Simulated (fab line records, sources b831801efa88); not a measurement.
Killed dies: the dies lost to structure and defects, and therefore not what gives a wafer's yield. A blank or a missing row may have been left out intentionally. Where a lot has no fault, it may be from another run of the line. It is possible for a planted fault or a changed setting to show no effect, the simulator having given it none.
One fault seen from 2 desks -- flow sky130 -- only its own numbers are on each desk; what lay behind them is given at the end

## AT THE METROLOGY DESK
Means of the sampled wafers that have a number, per lot and without regard to the tool the lot ran on: this is what the gauges read. A lot is out of limits, marked OUT, if its mean lies more than 4 standard deviations from the usual mean; the brackets give that distance.
Columns: A = VIA2_BOW at SKY_VIA2_BOW_MEAS_03, usual 85 um; B = CAPM_TIN_RS at SKY_CAPM_RS_MEAS_03, usual 6.88 ohm/sq; C = CAPM_TIN_THK at SKY_CAPM_THK_MEAS_04, usual 199.5 nm; D = METAL3_OVL at SKY_METAL3_OVL_MEAS_14, usual 3 nm
lot,first seen here,A,B,C,D
L363,day 34 20:04,88,6.84,200.1,12
L366,day 35 22:25,87,6.83,201.4,7
L367,day 36 18:29,95,6.93,198.9,5
L375,day 39 04:07,84,9.66 (+34) OUT,150.3 (-19) OUT,0
L376,day 39 13:38,84,8.30 (+17) OUT,174.4 (-9.7) OUT,3
L381,day 42 11:55,92,6.98,195.8,5
L385,day 42 12:12,81,6.88,200.0,6
L382,day 42 13:59,76,6.86,199.9,3
L384,day 42 14:35,85,6.83,202.0,2
L383,day 42 17:17,87,7.02,195.3,4
This desk finds L375, L376 out of limits, with the earliest case on L375 at day 40 07:31 (CAPM_TIN_RS at SKY_CAPM_RS_MEAS_03). In limits: L363, L366, L367, L381, L385, L382, L384, L383.

## DESK OF THE TOOL OWNER: pvd-sputter-04
The tool's own readings at SKY_CAPM_SPUTTER_02 (material TiN, target thk 200 nm, time 166.7 s): means of the sampled wafers that have a number, for each lot that ran on this tool. A lot is out of limits, marked OUT, if its mean lies more than 4 standard deviations from the usual mean; the brackets give that distance.
Columns: A = substrate-temp-c at SKY_CAPM_SPUTTER_02, usual 300.00 C; B = throttle-valve-pct at SKY_CAPM_SPUTTER_02, usual 30.4 %
lot,first seen here,A,B
L363,day 36 00:17,299.73,30.0
L367,day 38 00:06,299.99,29.7
L375,day 40 07:25,300.17,31.3
L376,day 40 17:02,300.11,30.6
L381,day 43 13:13,299.99,29.8
L385,day 43 13:50,299.79,30.2
L382,day 43 15:37,299.88,30.6
L384,day 43 15:59,300.07,30.9
L383,day 43 18:13,300.05,30.9
Result from this desk: across the 9 lots, nothing is out of limits.

## PUT TOGETHER
Metrology desk: alarm possible at day 40 07:31 on L375, L376.
The desk of the tool owner found nothing out of limits.
Tool owner's desk: L375, L376 on record, inside its limits.
On pvd-sputter-04, each named lot ran SKY_CAPM_SPUTTER_02.

## WHAT THE SIMULATOR PUT IN
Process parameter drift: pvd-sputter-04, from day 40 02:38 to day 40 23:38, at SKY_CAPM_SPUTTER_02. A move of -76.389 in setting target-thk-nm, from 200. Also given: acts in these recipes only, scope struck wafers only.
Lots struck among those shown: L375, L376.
Delay in hours, fault start to first out-of-limits reading, per desk: metrology desk 5.
